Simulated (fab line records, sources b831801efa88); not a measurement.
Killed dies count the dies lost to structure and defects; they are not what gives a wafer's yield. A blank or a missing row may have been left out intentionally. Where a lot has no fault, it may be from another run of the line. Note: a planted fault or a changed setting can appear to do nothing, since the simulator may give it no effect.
Which tool was responsible? :: flow gf180mcu :: 14 lots, 41 wafers sampled, at 4 steps of a route of 602

== WHAT THE GAUGES READ, wafer by wafer ==
Not one reading of a measure or inspect step in the record can be checked against a usual standard deviation.

== WHICH TOOL RAN EACH LOT (tool, then ch and the chambers of the sampled wafers, then the start) ==
lot: L945
GF_V1_SPUTTER_22: pvd-sputter-04, day 18 18:37
GF_M2_SPUTTER_01: pvd-sputter-01, day 18 19:20
GF_V2_SOFTBAKE_10: litho-track-03 ch 0, day 20 09:00
GF_M3_SPUTTER_03: pvd-sputter-04, day 21 00:03

lot: L946
GF_V1_SPUTTER_22: pvd-sputter-01, day 19 00:25
GF_M2_SPUTTER_01: pvd-sputter-02, day 19 01:15
GF_V2_SOFTBAKE_10: litho-track-04 ch 0, day 20 14:00
GF_M3_SPUTTER_03: pvd-sputter-02, day 21 04:54

lot: L947
GF_V1_SPUTTER_22: pvd-sputter-04, day 19 22:22
GF_M2_SPUTTER_01: pvd-sputter-01, day 19 23:06
GF_V2_SOFTBAKE_10: litho-track-04 ch 0, day 21 12:00
GF_M3_SPUTTER_03: pvd-sputter-02, day 22 02:33

lot: L948
GF_V1_SPUTTER_22: pvd-sputter-04, day 20 02:25
GF_M2_SPUTTER_01: pvd-sputter-02, day 20 03:09
GF_V2_SOFTBAKE_10: litho-track-03 ch 0, day 21 16:00
GF_M3_SPUTTER_03: pvd-sputter-04, day 22 06:55

lot: L950
GF_V1_SPUTTER_22: pvd-sputter-01, day 20 17:10
GF_M2_SPUTTER_01: pvd-sputter-02, day 20 17:55
GF_V2_SOFTBAKE_10: litho-track-01 ch 0, day 22 07:00
GF_M3_SPUTTER_03: pvd-sputter-03, day 22 20:43

lot: L949
GF_V1_SPUTTER_22: pvd-sputter-01, day 20 19:49
GF_M2_SPUTTER_01: pvd-sputter-03, day 20 20:33
GF_V2_SOFTBAKE_10: litho-track-04 ch 0, day 22 10:00
GF_M3_SPUTTER_03: pvd-sputter-02, day 23 00:01

lot: L951
GF_V1_SPUTTER_22: pvd-sputter-03, day 20 23:46
GF_M2_SPUTTER_01: pvd-sputter-02, day 21 00:30
GF_V2_SOFTBAKE_10: litho-track-04 ch 0, day 22 13:00
GF_M3_SPUTTER_03: pvd-sputter-02, day 23 02:38

lot: L959
GF_V1_SPUTTER_22: pvd-sputter-03, day 23 22:13
GF_M2_SPUTTER_01: pvd-sputter-01, day 23 22:56
GF_V2_SOFTBAKE_10: litho-track-03 ch 0, day 25 10:00
GF_M3_SPUTTER_03: pvd-sputter-03, day 25 22:49

lot: L961
GF_V1_SPUTTER_22: pvd-sputter-01, day 24 13:22
GF_M2_SPUTTER_01: pvd-sputter-03, day 24 14:06
GF_V2_SOFTBAKE_10: litho-track-03 ch 0, day 26 00:00
GF_M3_SPUTTER_03: pvd-sputter-02, day 26 12:49

lot: L963
GF_V1_SPUTTER_22: pvd-sputter-01, day 25 03:14
GF_M2_SPUTTER_01: pvd-sputter-03, day 25 03:58
GF_V2_SOFTBAKE_10: litho-track-01 ch 0, day 26 12:00
GF_M3_SPUTTER_03: pvd-sputter-02, day 27 01:40

lot: L965
GF_V1_SPUTTER_22: pvd-sputter-04, day 25 13:55
GF_M2_SPUTTER_01: pvd-sputter-02, day 25 14:40
GF_V2_SOFTBAKE_10: litho-track-04 ch 0, day 27 00:00
GF_M3_SPUTTER_03: pvd-sputter-04, day 27 12:15

lot: L966
GF_V1_SPUTTER_22: pvd-sputter-01, day 26 03:39
GF_M2_SPUTTER_01: pvd-sputter-01, day 26 04:23
GF_V2_SOFTBAKE_10: litho-track-01 ch 0, day 27 12:00
GF_M3_SPUTTER_03: pvd-sputter-04, day 28 00:56

lot: L967
GF_V1_SPUTTER_22: pvd-sputter-04, day 26 07:55
GF_M2_SPUTTER_01: pvd-sputter-02, day 26 08:40
GF_V2_SOFTBAKE_10: litho-track-04 ch 0, day 27 17:00
GF_M3_SPUTTER_03: pvd-sputter-04, day 28 04:52

lot: L968
GF_V1_SPUTTER_22: pvd-sputter-01, day 26 11:46
GF_M2_SPUTTER_01: pvd-sputter-03, day 26 12:30
GF_V2_SOFTBAKE_10: litho-track-01 ch 0, day 27 21:00
GF_M3_SPUTTER_03: pvd-sputter-03, day 28 09:10
- GF_V1_SPUTTER_22: material TiN, target thk 10 nm, time 40 s.
- GF_M2_SPUTTER_01: material TiN, target thk 30 nm, time 25 s.
- GF_V2_SOFTBAKE_10: time 60 s.
- GF_M3_SPUTTER_03: material Ti, target thk 10 nm, time 6.7 s.

== WHAT THE TOOLS THEMSELVES READ (means of the sampled wafers that have a number; where no wafer has one, the mark that the record gives instead) ==
GF_V1_SPUTTER_22. Usual: throttle-valve-pct reads 30.6 % (standard deviation 0.91).
lot: L945
tool: pvd-sputter-04
throttle-valve-pct (%): 30.0
flag: 

lot: L946
tool: pvd-sputter-01
throttle-valve-pct (%): 30.6
flag: 

lot: L947
tool: pvd-sputter-04
throttle-valve-pct (%): 29.8
flag: 

lot: L948
tool: pvd-sputter-04
throttle-valve-pct (%): 31.0
flag: 

lot: L950
tool: pvd-sputter-01
throttle-valve-pct (%): 30.5
flag: 

lot: L949
tool: pvd-sputter-01
throttle-valve-pct (%): 30.5
flag: 

lot: L951
tool: pvd-sputter-03
throttle-valve-pct (%): 30.2
flag: 

lot: L959
tool: pvd-sputter-03
throttle-valve-pct (%): 30.9
flag: 

lot: L961
tool: pvd-sputter-01
throttle-valve-pct (%): 30.9
flag: 

lot: L963
tool: pvd-sputter-01
throttle-valve-pct (%): 30.4
flag: 

lot: L965
tool: pvd-sputter-04
throttle-valve-pct (%): 29.8
flag: 

lot: L966
tool: pvd-sputter-01
throttle-valve-pct (%): 30.4
flag: 

lot: L967
tool: pvd-sputter-04
throttle-valve-pct (%): 29.8
flag: 

lot: L968
tool: pvd-sputter-01
throttle-valve-pct (%): 30.6
flag: 

GF_M2_SPUTTER_01. Usual: throttle-valve-pct reads 30.4 % (standard deviation 1).
lot: L945
tool: pvd-sputter-01
throttle-valve-pct (%): 30.3
flag: 

lot: L946
tool: pvd-sputter-02
throttle-valve-pct (%): 29.6
flag: 

lot: L947
tool: pvd-sputter-01
throttle-valve-pct (%): 30.9
flag: 

lot: L948
tool: pvd-sputter-02
throttle-valve-pct (%): 29.8
flag: 

lot: L950
tool: pvd-sputter-02
throttle-valve-pct (%): 29.3
flag: 

lot: L949
tool: pvd-sputter-03
throttle-valve-pct (%): 31.5
flag: 

lot: L951
tool: pvd-sputter-02
throttle-valve-pct (%): 29.9
flag: 

lot: L959
tool: pvd-sputter-01
throttle-valve-pct (%): 30.9
flag: 

lot: L961
tool: pvd-sputter-03
throttle-valve-pct (%): 31.1
flag: 

lot: L963
tool: pvd-sputter-03
throttle-valve-pct (%): 30.6
flag: 

lot: L965
tool: pvd-sputter-02
throttle-valve-pct (%): 29.8
flag: 

lot: L966
tool: pvd-sputter-01
throttle-valve-pct (%): 30.7
flag: 

lot: L967
tool: pvd-sputter-02
throttle-valve-pct (%): 29.4
flag: 

lot: L968
tool: pvd-sputter-03
throttle-valve-pct (%): 31.0
flag: 

GF_V2_SOFTBAKE_10. Usual: run-length-s reads 89.15 s (standard deviation 0.21).
lot: L945
tool: litho-track-03
run-length-s (s): 89.24
flag: 

lot: L946
tool: litho-track-04
run-length-s (s): 88.95
flag: 

lot: L947
tool: litho-track-04
run-length-s (s): 88.95
flag: 

lot: L948
tool: litho-track-03
run-length-s (s): 89.29
flag: 

lot: L950
tool: litho-track-01
run-length-s (s): 89.10
flag: 

lot: L949
tool: litho-track-04
run-length-s (s): 88.88
flag: 

lot: L951
tool: litho-track-04
run-length-s (s): 88.99
flag: 

lot: L959
tool: litho-track-03
run-length-s (s): 91.59
flag: OFF

lot: L961
tool: litho-track-03
run-length-s (s): 92.88
flag: OFF

lot: L963
tool: litho-track-01
run-length-s (s): 89.26
flag: 

lot: L965
tool: litho-track-04
run-length-s (s): 88.89
flag: 

lot: L966
tool: litho-track-01
run-length-s (s): 89.22
flag: 

lot: L967
tool: litho-track-04
run-length-s (s): 88.94
flag: 

lot: L968
tool: litho-track-01
run-length-s (s): 89.20
flag: 

GF_M3_SPUTTER_03. Usual: throttle-valve-pct reads 30.5 % (standard deviation 1.1).
lot: L945
tool: pvd-sputter-04
throttle-valve-pct (%): 30.4
flag: 

lot: L946
tool: pvd-sputter-02
throttle-valve-pct (%): 29.5
flag: 

lot: L947
tool: pvd-sputter-02
throttle-valve-pct (%): 30.1
flag: 

lot: L948
tool: pvd-sputter-04
throttle-valve-pct (%): 31.0
flag: 

lot: L950
tool: pvd-sputter-03
throttle-valve-pct (%): 30.9
flag: 

lot: L949
tool: pvd-sputter-02
throttle-valve-pct (%): 29.4
flag: 

lot: L951
tool: pvd-sputter-02
throttle-valve-pct (%): 30.0
flag: 

lot: L959
tool: pvd-sputter-03
throttle-valve-pct (%): 31.1
flag: 

lot: L961
tool: pvd-sputter-02
throttle-valve-pct (%): 29.9
flag: 

lot: L963
tool: pvd-sputter-02
throttle-valve-pct (%): 30.1
flag: 

lot: L965
tool: pvd-sputter-04
throttle-valve-pct (%): 31.0
flag: 

lot: L966
tool: pvd-sputter-04
throttle-valve-pct (%): 30.3
flag: 

lot: L967
tool: pvd-sputter-04
throttle-valve-pct (%): 30.3
flag: 

lot: L968
tool: pvd-sputter-03
throttle-valve-pct (%): 30.7
flag: 

== THE ANSWER, worked out from the rows above alone ==
Rule: take the mean of a lot's wafers that have a number; if it is more than 3 standard deviations from the usual mean, the lot is off. A lot without any number at a reading at which 4 lots or more have one is off too. The other lots that the step has rows for count as sound. After the gauges, taken in route order, come the tools' own readings; for these a lot's mean is taken, as printed above. At the first step where some lot is off, the reading lying furthest off is the one used; lots without a number count as furthest.
Off: L959, L961 (GF_V2_SOFTBAKE_10, run-length-s).
If a tool, at that step or one of the process steps before it, ran each lot that is off and ran no sound lot following the first of them, it fits. One fits: GF_V2_SOFTBAKE_10 on litho-track-03. Its last sound lot is L948 (day 21 16:00), its first lot that is off L959 (day 25 10:00): a fault that began between those two fits.
The tool's own readings at GF_V2_SOFTBAKE_10 bear it out: on the lots that are off they differ by more than 5 times the standard deviation of the sound lots' means. run-length-s reads 92.23 s there against 89.08 s on the sound lots.

== WHAT THE SIMULATOR HAD INSERTED ==
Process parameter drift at GF_V2_SOFTBAKE_10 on litho-track-03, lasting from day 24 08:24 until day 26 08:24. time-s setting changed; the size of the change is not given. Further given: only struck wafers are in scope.
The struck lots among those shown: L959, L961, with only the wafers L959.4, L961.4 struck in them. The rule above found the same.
